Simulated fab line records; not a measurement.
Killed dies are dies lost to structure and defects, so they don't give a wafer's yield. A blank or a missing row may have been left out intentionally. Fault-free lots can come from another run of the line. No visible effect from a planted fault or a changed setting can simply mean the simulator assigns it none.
The tool behind it: which one?    flow sfq-line    42 wafers from 14 lots sampled at 2 of the route's 325 steps

== WHAT THE GAUGES SHOWED, per wafer ==
Not one reading of a measure or inspect step in the record can be checked against a usual standard deviation.

== WHICH TOOL RAN EACH LOT (tool, then ch and the chambers of the sampled wafers, then the start) ==
lot   SFQ_TRILAYER_I3_DEP_PECVD_081    SFQ_TRILAYER_I3_CMP_CMP_082
L161  pecvd-03 ch 0,1,2, day 24 19:38  cmp-02 ch 0,1,2, day 25 21:55
L162  pecvd-04 ch 1,2, day 26 12:41    cmp-02 ch 0,1,2, day 28 04:08
L163  pecvd-03 ch 1,2, day 26 13:53    cmp-02 ch 0,2,3, day 28 08:38
L165  pecvd-03 ch 0,1,2, day 27 04:29  cmp-02 ch 0,1,2, day 28 16:08
L166  pecvd-02 ch 0,1,2, day 38 00:38  cmp-02 ch 1,3, day 38 01:19
L167  pecvd-04 ch 0,1, day 38 05:26    cmp-01 ch 0,1,3, day 38 07:12
L168  pecvd-02 ch 1,2, day 38 06:38    cmp-02 ch 0,2,3, day 38 07:19
L169  pecvd-03 ch 0,1,2, day 38 09:02  cmp-02 ch 0,1,3, day 38 10:49
L170  pecvd-04 ch 0,1,2, day 38 11:26  cmp-01 ch 2,3, day 38 12:12
L171  pecvd-03 ch 0,1,2, day 38 12:38  cmp-01 ch 0,1,2, day 38 15:42
L176  pecvd-03 ch 0,2, day 39 01:50    cmp-01 ch 0,2, day 39 01:55
L179  pecvd-03 ch 0,1,2, day 39 10:14  cmp-02 ch 0,1, day 39 10:43
L180  pecvd-02 ch 0,1, day 39 12:38    cmp-02 ch 2,3, day 39 13:43
L181  pecvd-04 ch 0,2, day 39 17:26    cmp-02 ch 1,2, day 39 18:01
- SFQ_TRILAYER_I3_DEP_PECVD_081: deposits SiO2 from SiH4/N2O, time 111.11 s, target thk 500 nm.
- SFQ_TRILAYER_I3_CMP_CMP_082: polishes SiO2.

== WHAT THE TOOLS THEMSELVES READ (means of the sampled wafers that have a number; where no wafer has one, the mark that the record gives instead) ==
SFQ_TRILAYER_I3_DEP_PECVD_081. Usual: chamber-pressure-Torr 2.400 Torr, standard deviation 0.0057; heater-power-w 95 W, standard deviation 22; rf-fwd-power-W 182.3 W, standard deviation 0.6; showerhead-vpp-V 820 V, standard deviation 45; throttle-valve-pct 25.2 %, standard deviation 2.
lot   tool      chamber-pressure-Torr (Torr)  heater-power-w (W)  rf-fwd-power-W (W)  showerhead-vpp-V (V)  throttle-valve-pct (%)  flag
L161  pecvd-03  2.404                         102                 182.5               803                   24.8                    
L162  pecvd-04  2.407                         113                 182.7               812                   26.0                    
L163  pecvd-03  2.407                         90                  182.2               821                   25.8                    
L165  pecvd-03  2.399                         101                 182.2               806                   24.9                    
L166  pecvd-02  2.399                         77                  182.2               856                   23.6                    
L167  pecvd-04  2.401                         102                 181.8               774                   27.0                    
L168  pecvd-02  2.400                         84                  181.9               852                   22.8                    
L169  pecvd-03  2.406                         99                  182.5               806                   25.6                    
L170  pecvd-04  2.405                         114                 182.7               797                   27.1                    
L171  pecvd-03  2.404                         97                  182.2               802                   25.5                    
L176  pecvd-03  2.403                         84                  256.0               946                   24.4                    OFF
L179  pecvd-03  2.398                         75                  255.7               951                   25.6                    OFF
L180  pecvd-02  2.404                         76                  182.1               843                   23.7                    
L181  pecvd-04  2.398                         112                 182.7               779                   28.4                    

SFQ_TRILAYER_I3_CMP_CMP_082. Usual: edge-zone-pressure-frac 1.000, standard deviation 0.0047; motor-current-A 9.9 A, standard deviation 0.96; time-to-endpoint-s 213 s, standard deviation 7.3.
lot   tool    edge-zone-pressure-frac  motor-current-A (A)  time-to-endpoint-s (s)  flag
L161  cmp-02  0.999                    9.7                  216                     
L162  cmp-02  0.998                    9.7                  206                     
L163  cmp-02  1.000                    10.4                 213                     
L165  cmp-02  1.002                    9.8                  208                     
L166  cmp-02  1.000                    10.3                 223                     
L167  cmp-01  1.005                    9.1                  218                     
L168  cmp-02  1.000                    10.0                 212                     
L169  cmp-02  0.999                    10.7                 228                     
L170  cmp-01  0.998                    9.0                  223                     
L171  cmp-01  1.001                    9.6                  223                     
L176  cmp-01  0.999                    9.8                  247                     OFF
L179  cmp-02  1.000                    10.2                 245                     OFF
L180  cmp-02  0.992                    10.9                 203                     
L181  cmp-02  0.999                    9.5                  214                     

== THE ANSWER, worked out from the rows above alone ==
Rule: lot off if the mean of its wafers having a number is beyond 3 standard deviations from the usual mean. Also off: a lot with no number at a reading for which 4 or more lots have one. Any other lot the step has rows for is counted as sound. After the gauges, taken in route order, come the tools' own readings; for these a lot's mean is taken, as printed above. At the first step where some lot is off, the reading lying furthest off is the one used; lots without a number count as furthest.
Off: L176, L179, at SFQ_TRILAYER_I3_DEP_PECVD_081 (rf-fwd-power-W).
A tool fits if, at that step or a process step before it, it ran every lot that is off, and no sound lot after the first of them. One candidate fits, namely pecvd-03 at SFQ_TRILAYER_I3_DEP_PECVD_081. A fault onset in the window from L171 (day 38 12:38, its last sound lot) to L176 (day 39 01:50, its first lot off) fits.
The tool's own readings at SFQ_TRILAYER_I3_DEP_PECVD_081 bear it out: on the lots that are off they differ by more than 5 times the standard deviation of the sound lots' means. rf-fwd-power-W reads 255.8 W there against 182.3 W on the sound lots; showerhead-vpp-V reads 948 V there against 813 V on the sound lots.

== WHAT THE SIMULATOR PUT IN ==
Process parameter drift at SFQ_TRILAYER_I3_DEP_PECVD_081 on pecvd-03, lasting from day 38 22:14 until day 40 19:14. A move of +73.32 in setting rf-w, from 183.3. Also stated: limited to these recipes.
Shown lots that were struck: L176, L179. This agrees with what the rule above found.
